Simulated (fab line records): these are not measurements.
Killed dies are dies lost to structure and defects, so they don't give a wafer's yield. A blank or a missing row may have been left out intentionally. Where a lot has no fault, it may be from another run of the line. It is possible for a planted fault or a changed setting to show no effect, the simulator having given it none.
The tool behind it: which one? ; flow gf180mcu ; 18 wafers from 6 lots sampled at 2 of the route's 602 steps

## WHAT THE GAUGES READ, wafer by wafer
GF_STI_THK_MEAS_02.
lot;measured;on;STI_OXIDATION_THK (nm)
L256;day 1 16:31;filmMetro-02;9.76 9.91 9.88
L258;day 2 02:31;filmMetro-03;10.39 10.20 10.15
L261;day 2 18:20;filmMetro-04;9.98 10.05 10.01
L264;day 3 08:32;filmMetro-04;11.47 11.41 11.48 11.51 11.38 11.57
L270;day 4 15:16;filmMetro-04;9.96 10.09 10.17
L275;day 5 15:31;filmMetro-03;10.02 10.00 10.07

## EACH LOT AND THE TOOL THAT RAN IT (in order: tool; ch and the chambers of the sampled wafers; start)
lot;GF_STI_OXIDATION_01
L256;furnace-01 ch 0, day 1 15:07
L258;furnace-02 ch 0, day 2 01:07
L261;furnace-02 ch 0, day 2 16:56
L264;furnace-02 ch 0, day 3 07:07
L270;furnace-01 ch 0, day 4 13:51
L275;furnace-01 ch 0, day 5 14:07
- GF_STI_OXIDATION_01: stabilise 600 s, purge 300 s, target thk 10 nm.

## THE ANSWER, worked out from the rows above alone
Rule: the lots themselves supply what counts as usual. Put in order of their means at a reading, lots are off if they are a third of the lots or fewer, leave a main group of 4 or more, and stand apart from it by a gap of 3 or more times the standard deviation of the main group's means; of several such gaps the widest counts. A main group whose means are all the same, to the digits that the tables above print for the reading, isn't used. A lot without any number at a reading at which 4 lots or more have one is off too. The other lots that the step has rows for count as sound.
Off: L264, at GF_STI_THK_MEAS_02 (STI_OXIDATION_THK). The main group: mean 10.04 nm, standard deviation 0.13.
A tool fits if, at a process step before that reading, it ran every lot that is off, and no sound lot after the first of them. The gauges at GF_STI_THK_MEAS_02 are tried like those tools. One fits: furnace-02 at GF_STI_OXIDATION_01. A fault onset in the window from L261 (day 2 16:56, its last sound lot) to L264 (day 3 07:07, its first lot off) fits.

## WHAT THE SIMULATOR HAD INSERTED
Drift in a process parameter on furnace-02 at GF_STI_OXIDATION_01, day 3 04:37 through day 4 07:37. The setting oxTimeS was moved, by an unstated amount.
Struck lots among those shown: L264. The same result came from the rule above.
